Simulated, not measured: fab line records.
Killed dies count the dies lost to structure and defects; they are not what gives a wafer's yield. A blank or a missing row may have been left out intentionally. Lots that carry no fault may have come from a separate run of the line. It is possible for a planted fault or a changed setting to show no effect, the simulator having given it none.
Problem report, 8D (eight disciplines) form, completed by code -- flow sfq line -- the parts of the form that need people (team, actions taken, sign-off) are left out

## 1. WHAT WENT WRONG
Mean M1_NB_RS at SFQ_M1_RS_MEAS_909: 1.228 ohm/sq over 3 wafers in 3 lots; fault-free wafers: 0.893 ohm/sq, standard deviation 0.01. That puts it +33 standard deviations away from the usual mean.
The step: measures by four-point-probe.
Earliest sighting: wafer L987.5 on film metro-02 at day 24 13:56. At this step, 43 wafers from 15 lots have a number in the record. The rule behind "out" and "out of limits": a value lying over 4 standard deviations away from the usual mean. The other wafers with a number count as sound.

## 2. WHAT IT IS AND WHAT IT IS NOT
question,is,is not
which readings at this step,M1_NB_RS,-
which lots,"L987, L989, L991","L973, L974, L975, L976, L978, L979, L980, L981, L982, L994, L995, L996"
which wafers of those lots,"L987.5, L989.6, L991.6","L987.3, L989.1, L989.2, L991.3"
read on which gauges,"film metro-02, film metro-03, film metro-04",-
when,from day 24 13:56,"up to then (28 sound wafers); but 12 sound wafers of L989, L991, L994, L995, L996 came after"

## 3. THE SUSPECTS, EACH WITH WHAT RULES IT OUT
Counting: a tool at a process step up to the reading stays a suspect if it ran every lot that is out. Sound lots after the first of them don't rule it out here, since some wafers of a struck lot are sound.
- the gauge at SFQ_M1_RS_MEAS_909 has been ruled out. Those wafers that are out were read across 3 gauges (film metro-02, film metro-03, film metro-04).
- pvd sputter-03 at SFQ_TRILAYER_M1_DEP_SPUTTER_037 (material Nb, target thk 200 nm, time 133.3 s): kept. It processed each lot that is out (first: L987, day 24 13:49); up to then, its last sound lot is L982 (day 22 08:58).
Left after counting: pvd sputter-03 at SFQ_TRILAYER_M1_DEP_SPUTTER_037.

## 4. THE CAUSE (what the simulator had put in)
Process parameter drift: pvd sputter-03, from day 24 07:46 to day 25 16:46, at SFQ_TRILAYER_M1_DEP_SPUTTER_037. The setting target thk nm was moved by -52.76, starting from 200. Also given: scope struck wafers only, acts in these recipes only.
Only this tool survived the counting.

## 5. THE EFFECT CHAIN, in route order
Each row: a reading where the mean over the struck wafers with a number is more than 3 standard deviations away from the usual. Scope: only readings with a usual standard deviation given in the record; hours: median across lots of the time from each lot's start at the first step in this table that gives one to its start at this step; sigmas: change in usual standard deviations.
hours,step,reading,usual,on struck wafers,change,sigmas
0,SFQ_M1_RS_MEAS_909,M1_NB_RS,0.893 ohm/sq,1.228,+0.335,+33
159,SFQ_TRILAYER_M1_ETCH_METAL_ETCH_042,oes product au,0.892 a.u.,0.748,-0.144,-20
It contains these process steps:
- SFQ_TRILAYER_M1_ETCH_METAL_ETCH_042: etches Nb in Cl2/Ar, stops on SiO2, target depth 240 nm, time 120 s.

## 6. WHAT WOULD HAVE CAUGHT IT SOONER
6 hours passed between the start of the fault at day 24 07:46 and the first reading out of limits at a measuring or inspecting step in this record, taken at day 24 13:56.
Of the tool readings at SFQ_TRILAYER_M1_DEP_SPUTTER_037 for which the record gives a usual standard deviation, none was out on any struck wafer, so an alarm limit of 4 standard deviations on them would not have fired.
L989, L991, from the lots that are out (3), started SFQ_TRILAYER_M1_DEP_SPUTTER_037 on pvd sputter-03 later than day 24 13:56. A hold on the tool at that time would have spared those 2.
